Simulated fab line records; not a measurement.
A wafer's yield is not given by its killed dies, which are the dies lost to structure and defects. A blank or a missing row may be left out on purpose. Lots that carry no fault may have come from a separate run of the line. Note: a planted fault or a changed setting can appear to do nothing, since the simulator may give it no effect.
A struck lot beside a sound one :: flow sky130 :: 29 out of 708 route steps
Sound: wafers L437.3, L437.5, L437.6. Wafers L445.1, L445.2, L445.3 were the ones struck. Last of all comes the cause.
Order at every step that has rows: each side's tool, ch and its chambers, its first start. Under that, the readings that differ: sound wafers :: struck wafers :: difference of the means :: sigmas: that difference in standard deviations of wafers without a fault.
alike: a reading whose means differ by less than 2 such deviations, as well as words and numbers matching on both sides. not compared: withheld readings; readings where some wafer has no value; bounds like >300 that might hide an equal value; numbers whose values overlap and for which the record gives no deviation.
A row with sigmas, a row that says differs or no value, or rows on one side alone: a step with any of these is where the two part. Non-overlapping numbers with no deviation appear without sigmas and do not part them. A reading that every wafer of one side lacks parts them only if that side has two wafers or more.

first, 1 step without rows for these wafers: SKY_LDD_HVN_IMPLANT_08.
SKY_LDD_HVN_STRIP_09: strips in O2/N2.
  sound on plasma_asher-04 ch 0,1, day 20 16:23; struck on plasma_asher-03 ch 0,1, day 24 00:58
  alike: chamber_pressure_mTorr, drypump_motor_current_A, o2_flow_sccm, oes_product_au, strip_time_to_endpoint_s
  not compared: rf_hours_counter_h
SKY_LDD_HVN_TW_MEAS_10:
  struck on film_metro-04, day 24 01:04; sound on film_metro-04, day 20 16:29
  alike: LDD_HVN_TW
then, 7 steps without rows for these wafers: SKY_LDD_HVP_DEHYDRATE_00 (time 60 s); SKY_LDD_HVP_HMDS_01 (prime time 60 s); SKY_LDD_HVP_COAT_02 (resist thk 300 nm); SKY_LDD_HVP_SOFTBAKE_03 (time 60 s); SKY_LDD_HVP_EXPOSE_04 (exposes mask HVPTM, target cd 700 nm); SKY_LDD_HVP_PEB_05; SKY_LDD_HVP_DEVELOP_06 (develop time 60 s).
SKY_LDD_HVP_OVL_MEAS_07:
  struck on overlay-01, day 25 06:29; sound on overlay-02, day 21 22:56
  alike: LDD_HVP_OVL
then, 1 step without rows for these wafers: SKY_LDD_HVP_IMPLANT_08.
SKY_LDD_HVP_STRIP_09: strips in O2/N2.
  sound on plasma_asher-03 ch 0,1, day 21 23:08; struck on plasma_asher-01 ch 0,1, day 25 06:54
  no value came back on the struck wafers for any of 5 readings (chamber_pressure_mTorr (mTorr), drypump_motor_current_A (A) and others); on the sound wafers chamber_pressure_mTorr (mTorr) reads 1500.7 1501.1 1502.1
reading: model.NOVOLAK_of_LDD_HVP_COAT_02.thk_nm (nm)
sound: 0 0 0
struck: 299.1 299.6 298.7
difference: +299.1
sigmas: 
  not compared: rf_hours_counter_h
SKY_LDD_HVP_TW_MEAS_10:
  struck on film_metro-04, day 25 07:00; sound on film_metro-02, day 21 23:14
  alike: LDD_HVP_TW
then, 7 steps without rows for these wafers: SKY_LDD_LDN_DEHYDRATE_00 (time 60 s); SKY_LDD_LDN_HMDS_01 (prime time 60 s); SKY_LDD_LDN_COAT_02 (resist thk 1140 nm); SKY_LDD_LDN_SOFTBAKE_03 (time 60 s); SKY_LDD_LDN_EXPOSE_04 (exposes mask LDNTM, target cd 700 nm); SKY_LDD_LDN_PEB_05; SKY_LDD_LDN_DEVELOP_06 (develop time 60 s).
SKY_LDD_LDN_OVL_MEAS_07:
  struck on overlay-02, day 26 12:08; sound on overlay-01, day 23 05:44
reading: LDD_LDN_OVL (nm)
sound: -1.4 -3.7 -2.7
struck: 1.4 0.4 -0.2
difference: +3.1
sigmas: +2
then, 4 steps without rows for these wafers: SKY_LDD_LDN_IMPLANT_08; SKY_LDD_LDN_IMPLANT_09; SKY_LDD_LDN_IMPLANT_10; SKY_LDD_LDN_IMPLANT_11.
SKY_LDD_LDN_STRIP_12: strips in O2/N2.
  sound on plasma_asher-02 ch 0,1, day 23 06:23; struck on plasma_asher-01 ch 0,1, day 26 12:46
reading: drypump_motor_current_A (A)
sound: 5.1 5.1 5.0
struck: 5.3 5.9 5.9
difference: +0.6
sigmas: +2

reading: strip_time_to_endpoint_s (s)
sound: 14.19 14.20 14.19
struck: 18.67 18.67 18.67
difference: +4.48
sigmas: +99 or more
  alike: chamber_pressure_mTorr, o2_flow_sccm, oes_product_au
  not compared: rf_hours_counter_h
SKY_LDD_LDN_TW_MEAS_13:
  struck on film_metro-02, day 26 12:52; sound on film_metro-01, day 23 06:29
reading: LDD_LDN_TW
sound: 1473 1482 1466
struck: 30 30 30
difference: -1444
sigmas: -99 or more
then, 1 step without rows for these wafers: SKY_LDD_LDN_CLEAN_14 (cleans in SC1/SC2, time 150 s).

## WHERE THEY PART
Earliest at SKY_LDD_HVP_STRIP_09; latest, in this record, at SKY_LDD_LDN_TW_MEAS_13.

WHY: whatever the simulator had introduced
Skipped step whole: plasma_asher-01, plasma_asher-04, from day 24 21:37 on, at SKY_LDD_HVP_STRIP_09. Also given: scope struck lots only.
